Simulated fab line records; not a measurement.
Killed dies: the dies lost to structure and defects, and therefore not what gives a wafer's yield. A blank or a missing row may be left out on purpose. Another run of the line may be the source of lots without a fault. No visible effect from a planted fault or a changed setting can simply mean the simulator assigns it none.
Check of tool commonality | flow gf180mcu | Sample size 13 lots and 36 wafers

== WHY IT WAS OPENED ==
On 3 of the 13 lots, a flag is raised at GF_STI_CD_MEAS_12 on the reading cd-nm. No-fault wafers: 220.2 nm, standard deviation 0.96.
Rule: a lot gets a flag if all its wafers with a number sit over 4 standard deviations from that mean, or if no wafer of it has a number. The other lots count as sound.

lot  | measured    | on        | cd-nm (nm), wafer by wafer | flag
L487 | day 2 02:39 | cd-sem-02 | 221.6 220.4 220.3          |
L488 | day 2 06:13 | cd-sem-01 | 219.9 220.8 219.6          |
L489 | day 2 11:28 | cd-sem-02 | 219.7 220.2 219.9          |
L490 | day 2 16:46 | cd-sem-01 | 221.9 221.3 221.0          |
L491 | day 2 21:20 | cd-sem-02 | 220.6 219.2 220.4          |
L492 | day 3 02:28 | cd-sem-02 | 220.3 219.9 220.7          |
L493 | day 3 09:08 | cd-sem-01 | 218.9 218.8 218.6          |
L494 | day 3 12:49 | cd-sem-02 | 221.3 220.6 219.4          |
L501 | day 5 01:19 | cd-sem-02 | 201.5 201.8                | FLAGGED
L502 | day 5 07:44 | cd-sem-02 | 202.5 202.1                | FLAGGED
L504 | day 5 17:28 | cd-sem-01 | 201.8 202.3                | FLAGGED
L506 | day 6 03:43 | cd-sem-01 | 221.8 222.6 222.4          |
L510 | day 7 00:11 | cd-sem-01 | 220.9 219.6 220.6          |
Average over the flagged lots: 202.0 nm; offset from the usual -18.2 nm, equal to -19 standard deviations.

== WHICH TOOL RAN EACH LOT ==
The record holds 1 process step before the reading, out of a route of 602 steps. Read each cell as the tool, then ch plus the chambers that the sampled wafers visited, then the start.
lot  | flag    | GF_STI_EXPOSE_09
L487 |         | krf-scanner-01 ch 0, day 1 20:43
L488 |         | krf-scanner-01 ch 0, day 2 00:16
L489 |         | krf-scanner-01 ch 0, day 2 06:16
L490 |         | krf-scanner-02 ch 0, day 2 10:53
L491 |         | krf-scanner-01 ch 0, day 2 15:18
L492 |         | krf-scanner-01 ch 0, day 2 20:58
L493 |         | krf-scanner-02 ch 0, day 3 02:50
L494 |         | krf-scanner-02 ch 0, day 3 06:37
L501 | FLAGGED | krf-scanner-02 ch 0, day 4 18:43
L502 | FLAGGED | krf-scanner-02 ch 0, day 5 01:02
L504 | FLAGGED | krf-scanner-02 ch 0, day 5 10:35
L506 |         | krf-scanner-01 ch 0, day 5 20:05
L510 |         | krf-scanner-01 ch 0, day 6 16:39
What these steps do:
- GF_STI_EXPOSE_09: exposes mask COMP, target cd 220 nm.
- GF_STI_CD_MEAS_12: target cd 220 nm.

== FLAGGED AGAINST TOTAL, ONE TOOL AT A TIME (gauges that did the reading follow at the end) ==
step              | tool           | lots run | flagged | share of the flagged lots | sound lots run after its first flagged lot
GF_STI_EXPOSE_09  | krf-scanner-01 | 7        | 0       | none                      | -
GF_STI_EXPOSE_09  | krf-scanner-02 | 6        | 3       | all                       | 0
GF_STI_CD_MEAS_12 | cd-sem-01      | 6        | 1       | some                      | 2 (L506,L510)
GF_STI_CD_MEAS_12 | cd-sem-02      | 7        | 2       | some                      | 0

== WHAT IS ALLOWED BY THE TABLE ==
1 row of the table ran every flagged lot: krf-scanner-02 at GF_STI_EXPOSE_09.
- krf-scanner-02 at GF_STI_EXPOSE_09 ran 6 lots, 3 of them flagged. It ran its last sound lot, L494, at day 3 06:37 and its first flagged lot, L501, at day 4 18:43: a fault with its onset between the two fits.
What remains is a single tool, krf-scanner-02 at GF_STI_EXPOSE_09.

== WHAT WAS PUT IN BY THE SIMULATOR ==
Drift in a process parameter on krf-scanner-02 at GF_STI_EXPOSE_09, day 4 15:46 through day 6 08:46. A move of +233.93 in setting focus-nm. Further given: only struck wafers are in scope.
Shown lots that were struck: L501, L502, L504. Same finding as the rule above.
